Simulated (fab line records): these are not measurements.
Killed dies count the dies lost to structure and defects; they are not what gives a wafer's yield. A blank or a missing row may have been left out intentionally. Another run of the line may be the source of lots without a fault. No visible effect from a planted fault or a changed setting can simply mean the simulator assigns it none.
Chamber matching + flow sky130 + rieDiel-03 running SKY_VIA1_ETCH_15: 4 sister chambers
The step etches SiO2 in C4F8/O2/Ar, stops on TiN, target depth 351 nm, time 54 s. 7 wafers are shown with their chamber, then 8 later ones without.

WAFERS PAIRED WITH THEIR CHAMBERS
| wafer  | chamber | rfFwdPowerW (W) | oesProductAu (a.u.) |
|--------|---------|-----------------|---------------------|
| L083.2 | 2       | 1484            | 0.983               |
| L084.4 | 3       | 1494            | 0.986               |
| L087.2 | 1       | 1483            | 0.988               |
| L092.3 | 0       | 1491            | 0.976               |
| L092.4 | 3       | 1485            | 0.983               |
| L092.6 | 1       | 1489            | 0.983               |
| L093.1 | 0       | 1489            | 0.980               |

WAFERS WITHOUT THEIR CHAMBER
| wafer  | rfFwdPowerW (W) | oesProductAu (a.u.) |
|--------|-----------------|---------------------|
| L093.2 | 1483            | 0.985               |
| L093.4 | 1480            | 0.977               |
| L094.1 | 1492            | 0.974               |
| L094.2 | 1505            | 0.986               |
| L094.4 | 1493            | 0.982               |
| L097.1 | 1492            | 0.987               |
| L097.3 | 1493            | 0.967               |
| L097.6 | 1483            | 0.982               |

CHAMBER TAKEN BY EACH
| wafer  | from the rows above               | in truth                   |
|--------|-----------------------------------|----------------------------|
| L093.2 | can't be placed: 1 or 2 or 3      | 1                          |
| L093.4 | can't be placed: 0 or 2 or 1 or 3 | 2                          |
| L094.1 | 0                                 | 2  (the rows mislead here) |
| L094.2 | can't be placed: 3 or 1 or 0 or 2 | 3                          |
| L094.4 | can't be placed: 3 or 0 or 1 or 2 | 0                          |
| L097.1 | can't be placed: 3 or 1 or 2      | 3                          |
| L097.3 | 0                                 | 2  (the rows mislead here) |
| L097.6 | can't be placed: 2 or 1 or 3 or 0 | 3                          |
0 of 8 placed correctly. From these rows, 6 cannot be placed; in 6 the true chamber is one of the candidates. 2 placed wrongly.
How it was worked out, from the rows above alone: a wafer's distance from a chamber is the root of the sum, over the readings, of the square of ((its reading less the chamber's mean) divided by the reading's scatter). The wafer belongs to the nearest chamber; if the next one is less than 2 further off, it can't be placed. The mean given for a chamber averages the wafers shown for that chamber. How the scatter is found: for the shown wafers, subtract from each reading the mean of its chamber, square and add these, divide the total by (wafers less chambers), then take the root.
